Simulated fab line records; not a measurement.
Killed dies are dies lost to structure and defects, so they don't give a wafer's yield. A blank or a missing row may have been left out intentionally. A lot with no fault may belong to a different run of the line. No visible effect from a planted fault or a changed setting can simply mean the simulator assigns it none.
Code-filled problem report in 8D (eight disciplines) form / flow sky130 / the parts of the form that need people (team, actions taken, sign-off) are left out

1. PROBLEM STATEMENT
Mean of beam energy keV at SKY_NWELL_IMPLANT_24: 160.05 across 6 wafers in 2 lots; on wafers with no fault it is 140.00 (standard deviation 0.043). That is +99 or more standard deviations from the usual mean.
Earliest sighting: wafer L417.2 on implanter-04 at day 10 23:57. Wafers with a number at this step in the record: 18, from 6 lots. The rule behind "out" and "out of limits": a value lying over 4 standard deviations away from the usual mean. Any other wafer with a number is counted as sound.

2. WHAT IT IS; WHAT IT IS NOT
question=which readings at this step | is=beam energy keV | is not=-
question=which lots | is=L417, L418 | is not=L397, L407, L409, L419
question=which wafers of those lots | is=all that have a number | is not=-
question=read on which tools | is=implanter-04 | is not=implanter-01, implanter-02
question=when | is=from day 10 23:57 | is not=up to then (9 sound wafers); but 3 sound wafers of L419 came after

3. WHAT RULES OUT EACH SUSPECT
Counting: any tool at a process step up to the reading is kept as a suspect provided that every lot that is out went through it and no sound lot did after the first of them.
- plasma asher-01 at SKY_NWELL_STRIP_14 (strips in O2/N2): kept. It ran every lot that is out, first L417 (day 10 01:41), and no sound lot after that.
- implanter-04 at SKY_NWELL_IMPLANT_24: kept. Every lot that is out went through it, starting with L417 (day 10 23:57), and after that it ran no sound lot; the last sound lot it ran before then is L409 (day 8 13:56). Its own beam energy keV readings are out on those wafers.
What counting leaves: plasma asher-01 at SKY_NWELL_STRIP_14 and implanter-04 at SKY_NWELL_IMPLANT_24.

4. THE CAUSE (what the simulator had put in)
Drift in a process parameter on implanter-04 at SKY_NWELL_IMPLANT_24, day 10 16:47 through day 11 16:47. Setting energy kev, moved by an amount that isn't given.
This tool is one of the 2 suspects left after counting.

5. THE CHAIN OF EFFECTS, in route order
One row per reading whose mean, taken over the struck wafers that have a number, lies over 3 standard deviations from the usual. Only readings for which the record gives a usual standard deviation are gone through. hours: the time from each lot's start at the first step in this table that gives one to its start at this step, as a median over the lots. sigmas: the change in usual standard deviations.
hours=0; step=SKY_NWELL_IMPLANT_24; reading=beam energy keV; usual=140.00; on struck wafers=160.05; change=+20.05; sigmas=+99 or more
Its process steps:
- SKY_NWELL_IMPLANT_24

6. HOW IT WOULD HAVE BEEN CAUGHT EARLIER
In this record no reading fell out of limits until day 10 23:57, 7 hours after the fault had begun at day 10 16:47.
